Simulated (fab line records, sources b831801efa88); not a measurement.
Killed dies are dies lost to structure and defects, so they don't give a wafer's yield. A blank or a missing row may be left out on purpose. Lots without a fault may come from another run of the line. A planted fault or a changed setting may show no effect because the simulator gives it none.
Which tool did it? | flow sky130 | 11 lots, 33 wafers sampled, at 1 step of a route of 708

WHAT THE GAUGES READ, wafer by wafer
SKY_FIELD_ISO_CD_MEAS_13: target cd 150 nm.
lot  | measured    | on        | cd_nm (nm)
L511 | day 2 04:16 | cd_sem-02 | 147.6 147.2 148.7
L512 | day 2 07:22 | cd_sem-02 | 151.0 150.1 149.1
L513 | day 2 14:38 | cd_sem-01 | 149.0 148.8 148.4
L514 | day 2 21:37 | cd_sem-01 | 150.1 148.3 147.6
L516 | day 3 08:55 | cd_sem-02 | 150.3 150.7 151.2
L523 | day 4 20:00 | cd_sem-02 | 151.4 150.9 148.7
L527 | day 5 16:57 | cd_sem-02 | 152.6 152.3 153.2
L528 | day 5 20:22 | cd_sem-02 | 150.9 149.9 148.5
L529 | day 6 03:22 | cd_sem-01 | 150.1 150.3 150.0
L533 | day 6 23:47 | cd_sem-01 | 150.2 150.6 151.1
L534 | day 7 04:34 | cd_sem-01 | 153.3 151.2 152.8

WHICH TOOL RAN EACH LOT (tool, then ch and the chambers of the sampled wafers, then the start)
The record holds no process step before these readings.

WHAT THE TOOLS THEMSELVES READ (means of the sampled wafers that have a number; where no wafer has one, the mark that the record gives instead)
The record holds no such reading with a usual standard deviation.

THE ANSWER, worked out from the rows above alone
Rule: what is usual is taken from the lots themselves. Put in order of their means at a reading, lots are off if they are a third of the lots or fewer, leave a main group of 4 or more, and stand apart from it by a gap of 3 or more times the standard deviation of the main group's means; of several such gaps the widest counts. A main group whose means are all the same, to the digits that the tables above print for the reading, isn't used. A lot without any number at a reading at which 4 lots or more have one is off too. The other lots that the step has rows for count as sound. The gauges are gone through in route order, then the tools' own readings, and for those a lot's mean is taken as printed above. The first step at which some lot is off is used, and at that step the reading that is off furthest; a lot without a number counts as furthest.
No lot is off at any reading shown: from this, nothing can be told.

WHAT THE SIMULATOR HAD PUT IN
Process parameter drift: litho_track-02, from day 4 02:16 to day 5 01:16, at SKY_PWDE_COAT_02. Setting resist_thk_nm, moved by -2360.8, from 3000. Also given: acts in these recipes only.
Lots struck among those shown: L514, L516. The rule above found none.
